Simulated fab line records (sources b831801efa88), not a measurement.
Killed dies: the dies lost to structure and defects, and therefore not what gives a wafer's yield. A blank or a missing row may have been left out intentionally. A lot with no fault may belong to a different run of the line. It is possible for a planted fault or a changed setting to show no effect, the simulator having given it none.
fab line records	flow gf180mcu
[record] lots = 14	wafers = 42	last-day = 34
route steps=602 shown CONTACT@302 V1@361 M2@362 V2@404
lots with no fault: from the same line, run without faults
start-h: start of the lot's first displayed wafer, in hours after the record's first day	wait-h: hours from the lot's prior step to this one	" same as the row above	L1.1+2: a row that stands for several wafers	- no value, or no start was given	* or withheld: withheld	< > ~ a bound
route shown NAME@n: NAME is a module with steps in the file, n the number in the route of the first one	usual: mean and standard deviation over wafers with no fault	same: alike in all rows	chamber/n: place in a boat	sites: per-site readings	_std_site: their standard deviation	_edge_site: inner sites' mean taken away from outer sites' mean	radius-mm: for every site, how far away it sits from the centre of the wafer	mask NAME#n: copy n	behind: the last tool/chamber to shape the wafer	hold: cause of the lot's hold/its duration in hours/its outcome	device: the n, p or np transistor that did not switch	end of line: tests of these same wafers at the route's end	step lacking rows: just its recipe	killed: dies lost to structure and defects at the first sort, not the wafer's yield	map: dies across one wafer; x = killed, . = not, _ = none there
set.NAME: the setting that was run; set.NAME@STEP: the one run at that earlier step	model.NAME: the simulator's own value behind a step, which no gauge read
one table for each step of the route and one row for each wafer, over a sample of lots
services: a tool's chamber out of use, with start hour (start-h, from the record's first day; less than 0 if before it), hours out, and reason
[[steps]]
[step GF_CONTACT_OVL_MEAS_15]
[usual] CONTACT_OVL = -1/6.3
lot.wafer	tool	chamber	start-h	wait-h	CONTACT_OVL[nm]
L913.2	overlay-01	-	354.67	0.1	-5
L913.3	"	-	"	"	-10
L913.5	"	-	"	"	-14
L914.2	overlay-01	-	360.47	0.1	-6
L914.4	"	-	"	"	-5
L914.6	"	-	"	"	-7
L915.1	overlay-01	-	377.21	0.1	11
L915.3	"	-	"	"	6
L915.4	"	-	"	"	13
L916.4	overlay-01	-	381.61	0.1	4
L916.5	"	-	"	"	-5
L916.6	"	-	"	"	2
L917.3	overlay-01	-	397.33	0.1	2
L917.4	"	-	"	"	-1
L917.6	"	-	"	"	0
L919.3	overlay-02	-	412.38	0.1	-4
L919.5	"	-	"	"	-8
L919.6	"	-	"	"	7
L918.1	overlay-01	-	412.45	0.1	-6
L918.4	"	-	"	"	1
L918.6	"	-	"	"	0
L922.2	overlay-02	-	460.37	0.1	-5
L922.4	"	-	"	"	-8
L922.5	"	-	"	"	0
L926.2	overlay-02	-	482.82	0.1	-2
L926.4	"	-	"	"	4
L926.6	"	-	"	"	-3
L927.2	overlay-01	-	494.57	0.1	-13
L927.5	"	-	"	"	-6
L927.6	"	-	"	"	-5
L929.2	overlay-01	-	511.92	0.1	-10
L929.3	"	-	"	"	-8
L929.5	"	-	"	"	-6
L931.1	overlay-02	-	516.04	0.1	-8
L931.2	"	-	"	"	2
L931.6	"	-	"	"	3
L930.1	overlay-01	-	517.32	0.1	-1
L930.2	"	-	"	"	-7
L930.4	"	-	"	"	-7
L936.3	overlay-02	-	563.52	0.1	-7
L936.4	"	-	"	"	-1
L936.5	"	-	"	"	-5
[step GF_V1_CMP_26]
[recipe] stop-on = SiO2	down-force-psi = 3.5	platen-rpm = 60	t-overpolish-s = 15	target-thk-nm = 0	pad-velocity-m-s = 0.94248
[usual] motor-current-A = 11.4/0.98	overpolish-run-s = 15.000/0.0094	slurry-flow-ml-min = 150.1/0.45	time-to-endpoint-s = 85/3.7
lot.wafer	tool	chamber	start-h	wait-h	motor-current-A	overpolish-run-s	slurry-flow-ml-min	time-to-endpoint-s
L913.3	cmp-02	2	403.19	0.0	11.9	15.011	150.0	91
L913.2	"	0	"	"	11.9	14.998	150.4	94
L913.5	"	3	"	"	12.8	14.989	149.3	92
L914.2	cmp-02	0	408.66	0.1	12.0	15.000	150.2	93
L914.4	"	2	"	"	10.9	14.997	150.2	84
L914.6	"	0	"	"	12.5	15.008	150.1	93
L915.1	cmp-02	0	429.82	0.1	12.2	15.010	150.2	82
L915.4	"	1	"	"	9.7	15.010	149.6	84
L915.3	"	2	"	"	11.6	15.016	150.1	79
L916.4	cmp-01	1	432.75	0.2	10.7	15.022	150.5	89
L916.6	"	2	"	"	11.2	14.992	150.3	83
L916.5	"	3	"	"	10.0	14.996	149.6	86
L917.3	cmp-01	2	449.20	0.1	11.4	15.002	149.6	83
L917.4	"	3	"	"	9.9	15.003	150.0	86
L917.6	"	1	"	"	10.5	14.991	150.7	85
L919.3	cmp-01	2	464.80	0.0	11.1	0.032	149.7	128
L919.5	"	2	"	"	11.5	0.035	150.5	126
L919.6	"	3	"	"	9.7	0.033	150.0	129
L918.1	cmp-02	3	464.90	0.1	12.4	15.009	149.7	85
L918.4	"	1	"	"	10.3	15.001	150.0	85
L918.6	"	3	"	"	12.1	15.011	150.3	81
L922.4	cmp-01	2	511.37	0.1	11.3	0.036	150.9	128
L922.2	"	3	"	"	9.5	0.046	150.6	129
L922.5	"	0	"	"	12.1	0.039	149.9	129
L926.4	cmp-02	1	533.85	0.0	10.7	15.004	149.8	88
L926.2	"	3	"	"	12.6	15.016	149.8	84
L926.6	"	1	"	"	10.2	15.004	150.1	91
L927.2	cmp-02	3	545.60	0.2	12.6	14.994	150.0	79
L927.5	"	0	"	"	13.0	14.993	150.1	85
L927.6	"	1	"	"	10.8	14.994	149.9	86
L929.3	cmp-02	0	561.56	0.1	12.9	14.994	149.9	87
L929.2	"	1	"	"	10.7	15.006	150.1	88
L929.5	"	3	"	"	12.4	15.005	149.6	82
L931.1	cmp-02	0	564.58	0.1	12.8	14.974	150.8	84
L931.2	"	3	"	"	12.2	14.985	150.2	84
L931.6	"	1	"	"	10.7	14.981	149.9	81
L930.4	cmp-02	3	566.54	0.1	12.0	15.010	150.1	87
L930.2	"	0	"	"	13.0	15.000	150.3	83
L930.1	"	1	"	"	10.2	15.002	149.1	84
L936.3	cmp-02	1	610.95	0.0	10.6	15.005	150.2	83
L936.4	"	0	"	"	12.8	14.994	149.9	82
L936.5	"	1	"	"	10.0	15.010	150.0	85
[step GF_M2_SPUTTER_00]
[recipe] material = Ti	target-thk-nm = 37.5	arriving-ion-energy-ev = 80	substrate-temp-c = 200	chamber-pressure-pa = 2	power-w = 4000	time-s = 150
[usual] throttle-valve-pct = 30.6/0.79
lot.wafer	tool	chamber	start-h	wait-h	throttle-valve-pct
L913.2	pvd-sputter-03	-	403.49	0.1	29.2
L913.3	"	-	"	"	30.7
L913.5	"	-	"	"	30.9
L914.2	pvd-sputter-04	-	408.91	0.2	31.7
L914.4	"	-	"	"	30.4
L914.6	"	-	"	"	31.8
L915.1	pvd-sputter-03	-	430.12	0.2	30.4
L915.3	"	-	"	"	31.2
L915.4	"	-	"	"	30.7
L916.4	pvd-sputter-01	-	432.90	0.1	31.2
L916.5	"	-	"	"	31.6
L916.6	"	-	"	"	29.7
L917.3	pvd-sputter-01	-	449.45	0.2	31.6
L917.4	"	-	"	"	31.3
L917.6	"	-	"	"	29.4
L918.1	pvd-sputter-04	-	465.20	0.2	31.2
L918.4	"	-	"	"	31.5
L918.6	"	-	"	"	31.1
L926.2	pvd-sputter-03	-	534.15	0.1	30.4
L926.4	"	-	"	"	29.4
L926.6	"	-	"	"	30.6
L927.2	pvd-sputter-04	-	545.75	0.1	31.7
L927.5	"	-	"	"	31.6
L927.6	"	-	"	"	30.5
L929.2	pvd-sputter-04	-	561.76	0.1	30.6
L929.3	"	-	"	"	31.4
L929.5	"	-	"	"	31.4
L931.1	pvd-sputter-01	-	564.88	0.2	31.6
L931.2	"	-	"	"	31.3
L931.6	"	-	"	"	30.9
L930.1	pvd-sputter-01	-	566.79	0.1	31.3
L930.2	"	-	"	"	30.7
L930.4	"	-	"	"	29.6
L936.3	pvd-sputter-01	-	611.25	0.2	29.7
L936.4	"	-	"	"	31.0
L936.5	"	-	"	"	31.7
[step GF_V2_SPUTTER_22]
[recipe] material = TiN	target-thk-nm = 10	chamber-pressure-pa = 5	power-w = 4000	time-s = 40
[usual] throttle-valve-pct = 30.4/1.3
lot.wafer	tool	chamber	start-h	wait-h	throttle-valve-pct
L913.2	pvd-sputter-02	-	453.66	0.0	31.4
L913.3	"	-	"	"	31.7
L913.5	"	-	"	"	31.9
L914.2	pvd-sputter-02	-	459.90	0.0	31.4
L914.4	"	-	"	"	31.4
L914.6	"	-	"	"	31.7
L915.1	pvd-sputter-01	-	481.16	0.0	31.5
L915.3	"	-	"	"	31.3
L915.4	"	-	"	"	29.7
L916.4	pvd-sputter-03	-	483.95	0.0	30.5
L916.5	"	-	"	"	30.5
L916.6	"	-	"	"	29.4
L917.3	pvd-sputter-03	-	498.53	0.0	30.7
L917.4	"	-	"	"	31.0
L917.6	"	-	"	"	31.3
L918.1	pvd-sputter-01	-	515.85	0.0	31.1
L918.4	"	-	"	"	31.6
L918.6	"	-	"	"	30.8
L926.2	pvd-sputter-02	-	582.25	0.0	29.5
L926.4	"	-	"	"	31.4
L926.6	"	-	"	"	31.5
L927.2	pvd-sputter-01	-	592.17	0.0	29.5
L927.5	"	-	"	"	31.0
L927.6	"	-	"	"	31.6
L929.2	pvd-sputter-02	-	606.72	0.0	31.6
L929.3	"	-	"	"	31.8
L929.5	"	-	"	"	27.2
L931.1	pvd-sputter-03	-	610.48	0.0	31.4
L931.2	"	-	"	"	30.5
L931.6	"	-	"	"	30.7
L930.1	pvd-sputter-01	-	612.20	0.0	31.0
L930.2	"	-	"	"	31.2
L930.4	"	-	"	"	29.6
L936.3	pvd-sputter-02	-	653.35	0.0	31.5
L936.4	"	-	"	"	27.2
L936.5	"	-	"	"	31.5
[[services]]
tool	chamber	start-h	hours	kind
pvd-sputter-01	-	385.78	1.8	repair
cmp-01	-	402.34	2.1	repair
cmp-02	-	404.09	4.0	pm
cmp-02	-	408.09	-	consumable-replace:conditioner
cmp-01	-	408.12	4.0	pm
cmp-02	-	419.42	0.7	repair
cmp-01	-	422.87	0.9	repair
cmp-02	-	423.89	0.8	repair
cmp-01	-	426.11	1.1	repair
pvd-sputter-03	-	442.39	1.3	repair
pvd-sputter-03	-	462.42	2.6	repair
cmp-02	-	467.31	0.3	repair
pvd-sputter-04	-	515.84	4.2	repair
pvd-sputter-02	-	517.58	5.1	repair
pvd-sputter-03	-	562.72	4.9	repair
cmp-01	-	566.35	1.5	repair
cmp-01	-	572.16	4.0	pm
pvd-sputter-04	-	574.91	3.3	repair
cmp-02	-	576.16	8.2	pm
pvd-sputter-01	-	584.11	3.1	repair
cmp-02	-	596.35	0.3	repair
pvd-sputter-04	-	598.76	6.2	repair
pvd-sputter-02	-	600.47	3.8	repair
pvd-sputter-01	-	635.58	1.7	repair
[[key]]
[first-sign] step = GF_V1_CMP_26	reading = overpolish-run-s	direction = down	sigmas = 99+	usual = 15.000	struck = 0.037
[effect] step = GF_V1_CMP_26	reading = time-to-endpoint-s	direction = up	sigmas = 12	usual = *	struck = *
met-at GF_V1_CMP_26
struck-lots L919,L922
later-rows-left-out L919.3,L919.5,L919.6,L922.2,L922.4,L922.5
sort-left-out L919.3,L919.5,L919.6,L922.2,L922.4,L922.5
tester-left-out L922
not-acting-at GF_CONTACT_OVL_MEAS_15,GF_M2_SPUTTER_00,GF_V2_SPUTTER_22
onset-between 449.20 464.80
[earlier-fault] kind = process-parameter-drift	tool = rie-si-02	chamber = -	onset-h = 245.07	steps = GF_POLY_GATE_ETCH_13	channel = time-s	offset = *	shape = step	end-h = 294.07	acts-in = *	stated = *
[fault] kind = process-parameter-drift	tool = cmp-01	chamber = -	onset-h = 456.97	steps = GF_V1_CMP_26	channel = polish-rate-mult	offset = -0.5	shape = step
// tester-left-out: of these lots the tester's yield and bins aren't shown, on N5 and GAA mostly nor the transistor test; their killed dies are dies lost to structure and defects alone, not to doping, threshold or leakage, so they don't give the yield
// sort-left-out: the simulated sort isn't trusted on such a fault, so these wafers' sort isn't shown, and their yield isn't known
// later-rows-left-out: the simulator's readings of these wafers behind a module that went badly wrong aren't trusted and aren't shown, but for the sort
